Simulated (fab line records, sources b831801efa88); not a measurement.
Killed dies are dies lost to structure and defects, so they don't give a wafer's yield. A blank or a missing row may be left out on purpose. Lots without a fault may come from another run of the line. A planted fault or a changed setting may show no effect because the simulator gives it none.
Problem report in the 8D (eight disciplines) form, filled by code | flow sky130 | the parts of the form that need people (team, actions taken, sign-off) are left out

1. THE PROBLEM
spin_speed_rpm at SKY_CAPM_COAT_07 reads a mean of 3280.5 rpm on 6 wafers of 2 lots; wafers without a fault read 3000.0 rpm with a standard deviation of 2. That is +99 or more standard deviations from the usual mean.
The step: resist thk 1140 nm.
First seen on wafer L746.1, day 39 18:11, on litho_track-04. The record holds 39 wafers of 13 lots with a number at this step. Rule for "out", or "out of limits": more than 4 standard deviations from the usual mean. The other wafers with a number count as sound.

2. WHAT IT IS AND WHAT IT IS NOT
question                    | is                     | is not
which readings at this step | spin_speed_rpm         | exhaust_pa
which lots                  | L746, L747             | L737, L738, L739, L740, L741, L744, L745, L753, L754, L757, L760
which wafers of those lots  | all that have a number | -
read on which tools         | litho_track-04         | litho_track-01, litho_track-03
when                        | from day 39 18:11      | up to then (21 sound wafers); but 12 sound wafers of L753, L754, L757, L760 came after

3. SUSPECTS, AND WHAT RULES EACH OUT
Counting: a tool at a process step up to the reading stays a suspect if it ran every lot that is out and no sound lot after the first of them.
- litho_track-04 at SKY_CAPM_COAT_07 (resist thk 1140 nm): kept. It ran every lot that is out, first L746 (day 39 18:11), and no sound lot after that; its last sound lot up to then is L745 (day 39 15:46). Its own readings are out on those wafers: spin_speed_rpm.
Left after counting: litho_track-04 at SKY_CAPM_COAT_07.

4. THE CAUSE (what the simulator had put in)
Process parameter drift: litho_track-04, from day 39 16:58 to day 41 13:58, at SKY_CAPM_COAT_07. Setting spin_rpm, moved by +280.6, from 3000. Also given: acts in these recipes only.
Counting left only this tool.

5. THE CHAIN OF EFFECTS, in route order
Each row: a reading whose mean over the struck wafers that have a number lies more than 3 standard deviations from the usual. Only readings for which the record gives a usual standard deviation are gone through. hours: the time from each lot's start at the first step in this table that gives one to its start at this step, as a median over the lots. sigmas: the change in usual standard deviations.
hours | step              | reading                  | usual      | on struck wafers | change | sigmas
0     | SKY_CAPM_COAT_07  | spin_speed_rpm           | 3000.0 rpm | 3280.5           | +280.5 | +99 or more
12    | SKY_CAPM_STRIP_14 | strip_time_to_endpoint_s | 12.67 s    | 12.07            | -0.60  | -12
The process steps in it:
- SKY_CAPM_COAT_07: resist thk 1140 nm.
- SKY_CAPM_STRIP_14: strips in O2/N2.

6. WHAT WOULD HAVE CAUGHT IT SOONER
In this record the first reading out of limits was taken at day 39 18:11, 1 hour after the fault began at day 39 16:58.
